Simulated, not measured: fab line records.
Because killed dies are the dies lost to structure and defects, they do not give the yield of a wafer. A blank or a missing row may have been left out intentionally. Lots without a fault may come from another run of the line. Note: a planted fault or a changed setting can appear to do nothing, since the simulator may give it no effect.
Matching of chambers | flow sky130 | SKY_POLY_GATE_ETCH_17 on rie si-02: 4 sister chambers
The step etches poly-Si in HBr/Cl2, stops on SiO2, target depth 180 nm, time 70.5 s. 8 wafers are shown with their chamber, then 11 later ones without.

## WAFERS, EACH WITH ITS CHAMBER
wafer  | chamber | drypump motor current A (A) | oes product au (a.u.)
L080.1 | 0       | 5.64                        | 0.979
L084.1 | 0       | 5.62                        | 0.992
L084.4 | 2       | 5.88                        | 0.992
L087.1 | 2       | 5.87                        | 0.977
L087.5 | 1       | 5.39                        | 0.964
L089.2 | 1       | 5.39                        | 0.963
L089.6 | 3       | 5.63                        | 0.980
L092.1 | 3       | 5.60                        | 0.972

## WAFERS MISSING THEIR CHAMBER
wafer  | drypump motor current A (A) | oes product au (a.u.)
L092.2 | 5.39                        | 0.960
L092.4 | 5.88                        | 0.974
L093.3 | 5.40                        | 0.971
L093.5 | 5.42                        | 0.970
L093.6 | 5.63                        | 0.975
L095.1 | 5.63                        | 0.986
L095.2 | 5.88                        | 0.967
L095.3 | 5.41                        | 0.967
L097.2 | 5.42                        | 0.976
L097.4 | 5.89                        | 0.988
L097.6 | 5.43                        | 0.970

## THE CHAMBER EACH PASSED THROUGH
wafer  | from the rows above     | in truth
L092.2 | 1                       | 1
L092.4 | 2                       | 2
L093.3 | 1                       | 1
L093.5 | 1                       | 1
L093.6 | can't be placed: 3 or 0 | 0
L095.1 | can't be placed: 0 or 3 | 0
L095.2 | 2                       | 2
L095.3 | 1                       | 1
L097.2 | 1                       | 1
L097.4 | 2                       | 2
L097.6 | 1                       | 1
9 of 11 placed correctly. Unplaceable from these rows: 2, with the true chamber sitting among the candidates in 2. Number placed wrongly: 0.
How it was worked out, from the rows above alone: a wafer's distance from a chamber is the root of the sum, over the readings, of the square of ((its reading less the chamber's mean) divided by the reading's scatter). The wafer belongs to the nearest chamber; if the next one is less than 2 further off, it can't be placed. The mean given for a chamber averages the wafers shown for that chamber. The scatter is the square root of a quotient: the sum, over the shown wafers, of each reading's squared deviation from its chamber's mean, divided by wafers minus chambers.
